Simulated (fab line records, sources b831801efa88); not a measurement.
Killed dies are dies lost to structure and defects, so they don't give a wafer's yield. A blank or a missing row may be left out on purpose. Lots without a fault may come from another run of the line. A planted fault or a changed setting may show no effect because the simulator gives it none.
One fault seen from 2 desks | flow sky130 | each desk has only its own numbers; what lay behind them comes last

THE METROLOGY DESK
What the gauges read, lot by lot, whatever tool the lot ran on: means of the sampled wafers that have a number. A lot is out of limits, marked OUT, if its mean lies more than 4 standard deviations from the usual mean; the brackets give that distance.
Columns: A = POLY_GATE_OXIDATION_THK at SKY_POLY_GATE_THK_MEAS_21, usual 3.99 nm; B = cd_nm at SKY_POLY_GATE_CD_MEAS_22, usual 150.5 nm; C = LDD_N_OVL at SKY_LDD_N_OVL_MEAS_07, usual -1.1 nm
lot  | first seen here | A    | B     | C
L959 | day 20 03:52    | 3.85 | 151.4 | 1.0
L960 | day 20 12:22    | 3.94 | 154.4 | 0.9
L967 | day 22 22:09    | 3.83 | 149.6 | -2.7
L969 | day 23 12:05    | 3.98 | 150.8 | -1.3
L972 | day 24 22:58    | 3.89 | 151.5 | -0.6
L973 | day 25 09:00    | 3.92 | 149.1 | 0.8
This desk's finding: nothing out of limits on any of the 6 lots.

THE TOOL OWNER'S DESK: implanter-04
The tool's own readings at SKY_LDD_N_IMPLANT_10: means of the sampled wafers that have a number, for each lot that ran on this tool. A lot is out of limits, marked OUT, if its mean lies more than 4 standard deviations from the usual mean; the brackets give that distance.
Columns: A = beam_on_s at SKY_LDD_N_IMPLANT_10, usual 9.99 s; B = dose_ions_cm2 at SKY_LDD_N_IMPLANT_10, usual 7.5e+13
lot  | first seen here | A                | B
L960 | day 21 20:19    | 10.05            | 7.5e+13
L967 | day 24 04:33    | 10.91 (+4.6) OUT | 8.5e+13 (+99 or more) OUT
L969 | day 24 18:13    | 10.91 (+4.6) OUT | 8.5e+13 (+99 or more) OUT
This desk's finding: out of limits on L967, L969; first on L967, day 24 04:33 (beam_on_s at SKY_LDD_N_IMPLANT_10). In limits: L960.

PUT TOGETHER
The tool owner's desk could have raised an alarm at day 24 04:33, on L967, L969.
The metrology desk saw nothing out of limits.
The metrology desk has L967, L969 on record, within its limits.
Of the lots named, all ran SKY_LDD_N_IMPLANT_10 on implanter-04.

WHAT THE SIMULATOR HAD PUT IN
Process parameter drift: implanter-04, from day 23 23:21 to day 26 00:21, at SKY_LDD_N_IMPLANT_10. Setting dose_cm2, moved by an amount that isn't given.
Lots struck among those shown: L967, L969.
Hours from the fault's start to each desk's first reading out of limits: the tool owner's desk, 5.
